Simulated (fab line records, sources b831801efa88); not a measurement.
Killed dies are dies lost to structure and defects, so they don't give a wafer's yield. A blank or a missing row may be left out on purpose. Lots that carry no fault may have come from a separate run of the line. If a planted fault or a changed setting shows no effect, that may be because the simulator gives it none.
A lot that was struck, set against a sound lot :: flow sky130 :: 17 steps out of a route of 708
Sound: these wafers, L410.2, L410.3, L410.4. Wafers L403.3, L403.4, L403.6 were the ones struck. The cause comes at the end.
At each step with rows: each side's tool, then ch and its chambers, then its first start. Under that, the readings that differ: sound wafers :: struck wafers :: difference of the means :: sigmas: that difference in standard deviations of wafers without a fault.
alike: readings whose means differ by less than 2 such deviations, and words and numbers that are the same on both sides. not compared: withheld readings, readings that some wafer has no value for, bounds like >300 that may hide the same value, and numbers for which the record gives no deviation and whose values overlap.
A row with sigmas, a row that says differs or no value, or rows on one side alone: a step with any of these is where the two part. When numbers do not overlap yet have no deviation, they are printed without sigmas and do not part them. A reading that every wafer of one side lacks parts them only if that side has two wafers or more.

SKY_LDD_P_OVL_MEAS_08:
  sound on overlay-02, day 23 18:11; struck on overlay-01, day 21 08:29
reading: LDD_P_OVL (nm)
sound: 1.4 0.8 2.6
struck: -1.3 -2.1 -1.5
difference: -3.2
sigmas: -2
after that, 1 step had no rows for these wafers: SKY_LDD_P_IMPLANT_09.
SKY_LDD_P_STRIP_10: strips in O2/N2.
  sound on plasma asher-04 ch 0,1, day 23 18:26; struck on plasma asher-01 ch 0,1, day 21 08:42
reading: strip time to endpoint s (s)
sound: 14.21 14.22 14.14
struck: 14.15 14.08 14.10
difference: -0.08
sigmas: -2
  alike: drypump motor current A, oes product au
  not compared: rf hours counter h
SKY_LDD_P_TW_MEAS_11:
  sound on film metro-01, day 23 18:33; struck on film metro-02, day 21 08:47
  alike: LDD_P_TW
then, 7 steps without rows for these wafers: SKY_LDD_HVN_DEHYDRATE_00 (time 60 s); SKY_LDD_HVN_HMDS_01 (prime time 60 s); SKY_LDD_HVN_COAT_02 (resist thk 300 nm); SKY_LDD_HVN_SOFTBAKE_03 (time 60 s); SKY_LDD_HVN_EXPOSE_04 (exposes mask HVNTM, target cd 700 nm); SKY_LDD_HVN_PEB_05; SKY_LDD_HVN_DEVELOP_06 (develop time 60 s).
SKY_LDD_HVN_OVL_MEAS_07:
  sound on overlay-02, day 25 00:40; struck on overlay-01, day 22 15:14
  alike: LDD_HVN_OVL
SKY_LDD_HVN_IMPLANT_08:
  sound on implanter-02 ch 0, day 25 00:43; struck on implanter-01 ch 0, day 22 15:18
reading: beam on s (s)
sound: 10.24 9.91 9.65
struck: 11.67 11.67 11.62
difference: +1.72
sigmas: +9

reading: dose ions cm2
sound: 2.999e+13 3.003e+13 3.002e+13
struck: 2.6853e+14 2.685e+14 2.6848e+14
difference: +2.3849e+14
sigmas: +99 or more

reading: end station pressure torr (Torr)
sound: 5.07e-06 5.21e-06 4.99e-06
struck: 5.76e-06 5.91e-06 6.56e-06
difference: +9.87e-07
sigmas: +4

reading: faraday current uA
sound: 165 171 174
struck: 1292 1298 1301
difference: +1127
sigmas: +99 or more
SKY_LDD_HVN_STRIP_09: strips in O2/N2.
  sound on plasma asher-03 ch 0,1, day 25 00:50; struck on plasma asher-01 ch 0,1, day 22 15:26
  alike: drypump motor current A, oes product au, strip time to endpoint s
  not compared: rf hours counter h
SKY_LDD_HVN_TW_MEAS_10:
  sound on film metro-03, day 25 00:57; struck on film metro-03, day 22 15:31
reading: LDD_HVN_TW
sound: 1416 1418 1413
struck: 2758 2777 2763
difference: +1350
sigmas: +99 or more
then, 1 step without rows for these wafers: SKY_LDD_HVP_DEHYDRATE_00 (time 60 s).
-- record jumps: 25 days separate the struck wafers' starts on either side; left off in module LDD_HVP, taken up again in module PAD_OPEN, whose first shown step is the route's number 708 --
SKY_PAD_OPEN_PROBE_99:
  sound on prober-01, day 49 00:41; struck on prober-01, day 47 10:56
reading: model.etest.tip_n_5v.rs ohm sq
sound: 1395 1394 1392
struck: 261.2 260.8 261.2
difference: -1132.6
sigmas: 

reading: model.etest.nfet g5v0d10v5.r on ohm um
sound: 1904 1869 1910
struck: 1444 1445 1435
difference: -453
sigmas: 

reading: model.etest.nfet g5v0d10v5.drive ua um
sound: 605.4 611.8 599.3
struck: 724.4 725.1 718.7
difference: +117.2
sigmas: 

reading: model.etest.nfet_05v0_nvt.drive ua um
sound: 577.7 578.9 573
struck: 628.8 632.8 627.6
difference: +53.2
sigmas: 

reading: model.etest.tip_n_5v.rs ohm sq range
sound: 21.64 20.38 25.17
struck: 3.984 3.727 4.898
difference: -18.194
sigmas: 

reading: model.etest.res ndiff hv.rs ohm sq
sound: 114.5 114.1 115.6
struck: 96.1 96.76 97.09
difference: -18.1
sigmas: 

reading: model.etest.nfet_16v.drive ua um
sound: 219.1 221.3 220.7
struck: 230.3 230.9 230.1
difference: +10.1
sigmas: 

reading: model.etest.ring_5v.delay ps
sound: 44.69 44.45 44.31
struck: 40.9 41.79 41.59
difference: -3.1
sigmas: 
  alike: killed_at_M0_to_M3, killed_at_M4_up, killed at contacts, killed at front end, killed at other, killed dies, killed open, killed short

## WHERE THEY PART
First at SKY_LDD_P_OVL_MEAS_08; last, within this record, at SKY_LDD_HVN_TW_MEAS_10. Later steps at which nothing parts them and some readings are alike: SKY_PAD_OPEN_PROBE_99.

WHY: whatever the simulator had introduced
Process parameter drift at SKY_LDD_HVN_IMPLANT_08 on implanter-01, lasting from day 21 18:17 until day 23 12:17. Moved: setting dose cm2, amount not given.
